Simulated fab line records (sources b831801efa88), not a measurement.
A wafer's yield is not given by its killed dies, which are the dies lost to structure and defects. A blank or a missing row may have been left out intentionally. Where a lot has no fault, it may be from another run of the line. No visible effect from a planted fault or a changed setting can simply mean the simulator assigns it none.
Which tool did it? -- flow sky130 -- 15 lots, 45 wafers sampled, at 4 steps of a route of 708

## WHAT EACH GAUGE READ, for each wafer
Not one reading of a measure or inspect step in the record can be checked against a usual standard deviation.

## WHAT TOOL EACH LOT RAN ON (gives the tool, then ch and the chambers of the sampled wafers, and finally the start)
lot,SKY_VIA2_CMP_02,SKY_VIA2_SPUTTER_20,SKY_METAL3_STRIP_19,SKY_CAP2M_CVD_00
L464,"cmp-01 ch 0,3, day 36 14:13","pvd sputter-01, day 37 17:11","plasma asher-04 ch 0, day 39 23:23","pecvd-03 ch 0,1,2, day 41 02:58"
L465,"cmp-01 ch 2,3, day 36 23:56","pvd sputter-03, day 38 02:55","plasma asher-03 ch 0,1, day 40 09:28","pecvd-01 ch 0,2, day 41 13:53"
L466,"cmp-01 ch 0,1,2, day 37 00:40","pvd sputter-03, day 38 03:14","plasma asher-02 ch 0,1, day 40 08:59","pecvd-04 ch 0,1,2, day 41 12:59"
L467,"cmp-01 ch 0,2,3, day 37 19:11","pvd sputter-04, day 38 21:43","plasma asher-02 ch 0,1, day 41 01:46","pecvd-01 ch 0,1, day 42 04:43"
L472,"cmp-01 ch 0,1,3, day 38 22:10","pvd sputter-03, day 40 00:44",-,-
L473,"cmp-01 ch 1,2,3, day 39 01:38","pvd sputter-04, day 40 04:12",-,-
L474,"cmp-01 ch 0,1,3, day 39 11:26","pvd sputter-04, day 40 14:24",-,-
L475,"cmp-01 ch 1,2,3, day 40 08:23","pvd sputter-01, day 41 10:20","plasma asher-02 ch 0,1, day 43 12:17","pecvd-03 ch 0,1, day 44 13:55"
L478,"cmp-02 ch 2,3, day 41 12:14","pvd sputter-03, day 42 13:20","plasma asher-04 ch 0,1, day 44 14:02","pecvd-03 ch 0,2, day 45 16:04"
L479,"cmp-02 ch 0,1,3, day 41 13:44","pvd sputter-01, day 42 14:53","plasma asher-03 ch 0,1, day 44 14:58","pecvd-01 ch 0,1,2, day 45 17:43"
L480,"cmp-02 ch 1,2, day 42 06:11","pvd sputter-04, day 43 06:55","plasma asher-02 ch 0,1, day 45 06:33","pecvd-03 ch 1,2, day 46 06:52"
L483,"cmp-01 ch 0,1,2, day 42 10:22","pvd sputter-04, day 43 11:18","plasma asher-02 ch 0,1, day 45 11:06","pecvd-04 ch 0,1, day 46 11:52"
L482,"cmp-02 ch 2,3, day 42 11:38","pvd sputter-03, day 43 12:10","plasma asher-03 ch 0,1, day 45 11:42","pecvd-04 ch 0,1,2, day 46 12:56"
L481,"cmp-01 ch 0,1,2, day 42 12:33","pvd sputter-01, day 43 13:17","plasma asher-03 ch 0,1, day 45 13:33","pecvd-04 ch 1,2, day 46 14:27"
L484,"cmp-01 ch 0,2,3, day 42 16:51","pvd sputter-03, day 43 17:56","plasma asher-04 ch 0,1, day 45 17:49","pecvd-04 ch 0,1,2, day 46 18:30"
- SKY_VIA2_CMP_02: polishes SiO2.
- SKY_VIA2_SPUTTER_20: material TiN, target thk 20 nm, time 80 s.
- SKY_METAL3_STRIP_19: strips in O2/N2.
- SKY_CAP2M_CVD_00: deposits SiO2, target thk 15.5 nm.

## AS READ BY THE TOOLS THEMSELVES (means over the sampled wafers that have a number; for cases with no such wafer, the mark the record gives instead)
SKY_VIA2_CMP_02.
lot,tool,motor current A (A)
L464,cmp-01,14.5
L465,cmp-01,15.6
L466,cmp-01,13.4
L467,cmp-01,14.3
L472,cmp-01,13.6
L473,cmp-01,13.5
L474,cmp-01,14.0
L475,cmp-01,13.8
L478,cmp-02,11.7
L479,cmp-02,11.6
L480,cmp-02,13.3
L483,cmp-01,13.2
L482,cmp-02,12.5
L481,cmp-01,13.1
L484,cmp-01,14.8

SKY_VIA2_SPUTTER_20.
lot,tool,cathode dc power W (W),chamber pressure pa (Pa),throttle valve pct (%)
L464,pvd sputter-01,4000.0,5.004,29.9
L465,pvd sputter-03,4000.9,4.992,29.6
L466,pvd sputter-03,3999.4,5.003,29.9
L467,pvd sputter-04,4000.1,5.008,29.2
L472,pvd sputter-03,-,-,-
L473,pvd sputter-04,-,-,-
L474,pvd sputter-04,-,-,-
L475,pvd sputter-01,4000.2,5.016,30.3
L478,pvd sputter-03,4000.1,4.994,29.6
L479,pvd sputter-01,4000.3,5.008,29.8
L480,pvd sputter-04,3999.9,4.997,30.0
L483,pvd sputter-04,3999.9,4.999,30.6
L482,pvd sputter-03,3999.8,4.994,29.7
L481,pvd sputter-01,4000.2,5.001,28.9
L484,pvd sputter-03,4000.8,4.992,29.1

SKY_METAL3_STRIP_19.
lot,tool,drypump motor current A (A),n2 flow sccm (sccm),oes product au (a.u.),strip time to endpoint s (s)
L464,plasma asher-04,5.6,300.2,0.507,6.62
L465,plasma asher-03,6.1,300.6,0.497,6.46
L466,plasma asher-02,5.4,299.1,0.504,6.56
L467,plasma asher-02,5.4,300.2,0.498,6.37
L475,plasma asher-02,5.4,299.9,0.511,6.79
L478,plasma asher-04,5.6,298.9,0.505,6.63
L479,plasma asher-03,5.7,300.3,0.509,6.58
L480,plasma asher-02,5.5,301.8,0.499,6.51
L483,plasma asher-02,5.4,300.2,0.508,6.61
L482,plasma asher-03,6.0,299.0,0.499,6.44
L481,plasma asher-03,6.0,300.1,0.504,6.50
L484,plasma asher-04,5.6,299.9,0.506,6.63

SKY_CAP2M_CVD_00.
lot,tool,heater power outer w (W),heater power w (W),rf fwd power W (W)
L464,pecvd-03,402,693,440.7
L465,pecvd-01,402,692,444.3
L466,pecvd-04,464,827,442.0
L467,pecvd-01,391,664,441.4
L475,pecvd-03,497,822,439.3
L478,pecvd-03,349,602,442.1
L479,pecvd-01,386,654,444.1
L480,pecvd-03,306,561,443.4
L483,pecvd-04,512,842,442.0
L482,pecvd-04,477,834,442.2
L481,pecvd-04,493,825,443.1
L484,pecvd-04,467,795,441.7

## THE ANSWER, worked out from the rows above alone
Rule: the usual values come from the lots themselves. Put in order of their means at a reading, lots are off if they are a third of the lots or fewer, leave a main group of 4 or more, and stand apart from it by a gap of 3 or more times the standard deviation of the main group's means; of several such gaps the widest counts. Not used: any main group whose means are identical at the precision the tables above print for the reading. A lot without any number at a reading at which 4 lots or more have one is off too. The other lots that the step has rows for count as sound. First the gauges in route order, then the tools' own readings, where a lot's mean is used as printed above. At the first step where some lot is off, the reading lying furthest off is the one used; lots without a number count as furthest.
Off at SKY_VIA2_SPUTTER_20 (cathode dc power W): L472, L473, L474. Without a number there: L472, L473, L474. The main group has a mean of 4000.1 W with a standard deviation of 0.39.
A tool fits if, at that step or a process step before it, it ran every lot that is off, and no sound lot after the first of them. None of those tried fits.

## WHAT THE SIMULATOR HAD PUT IN
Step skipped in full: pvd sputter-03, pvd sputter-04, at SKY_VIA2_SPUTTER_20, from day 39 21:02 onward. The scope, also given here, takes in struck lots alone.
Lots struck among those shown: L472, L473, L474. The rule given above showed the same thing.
